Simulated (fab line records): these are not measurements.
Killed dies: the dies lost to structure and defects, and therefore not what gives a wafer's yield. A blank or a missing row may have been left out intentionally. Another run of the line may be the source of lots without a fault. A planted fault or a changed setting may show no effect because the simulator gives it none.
8D (eight disciplines) problem report, filled in by code -- flow sky130 -- the parts of the form that need people (team, actions taken, sign-off) are left out

## 1. WHAT WENT WRONG
Mean VT_ADJUST_HVTR_TW at SKY_VT_ADJUST_HVTR_TW_MEAS_11: 143.6 over 6 wafers in 2 lots; fault-free wafers: 210.6, standard deviation 1.6. That is -42 standard deviations from the usual mean.
First seen on wafer L335.1, day 15 10:26, on film-metro-01. The record holds 36 wafers of 12 lots with a number at this step. Rule for "out", or "out of limits": more than 4 standard deviations from the usual mean. The other wafers with a number count as sound.

## 2. WHAT THIS IS AND IS NOT
question,is,is not
which readings at this step,VT_ADJUST_HVTR_TW,-
which lots,"L335, L338","L316, L318, L322, L323, L324, L325, L327, L328, L329, L332"
which wafers of those lots,all that have a number,-
read on which gauges,"film-metro-01, film-metro-02",film-metro-03
when,from day 15 10:26,up to then (30 sound wafers)

## 3. THE SUSPECTS, EACH WITH WHAT RULES IT OUT
Counting: any tool at a process step up to the reading is kept as a suspect provided that every lot that is out went through it and no sound lot did after the first of them.
- the gauge at SKY_VT_ADJUST_HVTR_TW_MEAS_11: ruled out. 2 gauges (film-metro-01, film-metro-02) read the wafers that are out.
- implanter-04 at SKY_VT_ADJUST_HVTR_IMPLANT_09: kept. It processed each lot that is out, first L335 at day 15 10:11, and no sound lot thereafter; up to then, the last sound lot it processed was L328 at day 13 10:13. On those wafers its own readings are out: dose-ions-cm2, faraday-current-uA.
After counting, what remains is implanter-04 at SKY_VT_ADJUST_HVTR_IMPLANT_09.

## 4. THE CAUSE (what the simulator had put in)
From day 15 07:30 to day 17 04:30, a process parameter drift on implanter-04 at SKY_VT_ADJUST_HVTR_IMPLANT_09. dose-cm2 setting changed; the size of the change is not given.
The count eliminated every tool but this one.

## 5. THE CHAIN OF EFFECTS, in route order
Rows list readings where the struck wafers' mean (over those with a number) sits beyond 3 standard deviations from the usual. Readings are gone through only where the record gives a usual standard deviation; hours: the median, over the lots, of the time from a lot's start at the first step in this table giving one to that lot's start at this step; sigmas: the change measured in usual standard deviations.
hours,step,reading,usual,on struck wafers,change,sigmas
0,SKY_VT_ADJUST_HVTR_IMPLANT_09,dose-ions-cm2,2.1002e+12,5.1453e+11,-1.5857e+12,-99 or more
0,SKY_VT_ADJUST_HVTR_IMPLANT_09,faraday-current-uA,11.82,2.92,-8.91,-45
0,SKY_VT_ADJUST_HVTR_TW_MEAS_11,VT_ADJUST_HVTR_TW,210.6,143.6,-67.0,-42
Its process steps:
- SKY_VT_ADJUST_HVTR_IMPLANT_09
At these later measuring or inspecting steps, every struck wafer for which the step has a row has a number for every such reading, and none has moved that far: SKY_POLY_CUT_OVL_MEAS_09.

## 6. WHAT WOULD HAVE CAUGHT IT SOONER
3 hours passed between the start of the fault at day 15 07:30 and the first reading out of limits at a measuring or inspecting step in this record, taken at day 15 10:26.
At SKY_VT_ADJUST_HVTR_IMPLANT_09, the tool's own readings (dose-ions-cm2, faraday-current-uA) were out on each struck wafer the step has a row for, so an alarm limit on them would have fired on the first such wafer.
Lots out: 2; of these, L338 started SKY_VT_ADJUST_HVTR_IMPLANT_09 on implanter-04 after day 15 10:26. Had the tool been put on hold then, it would have been spared.
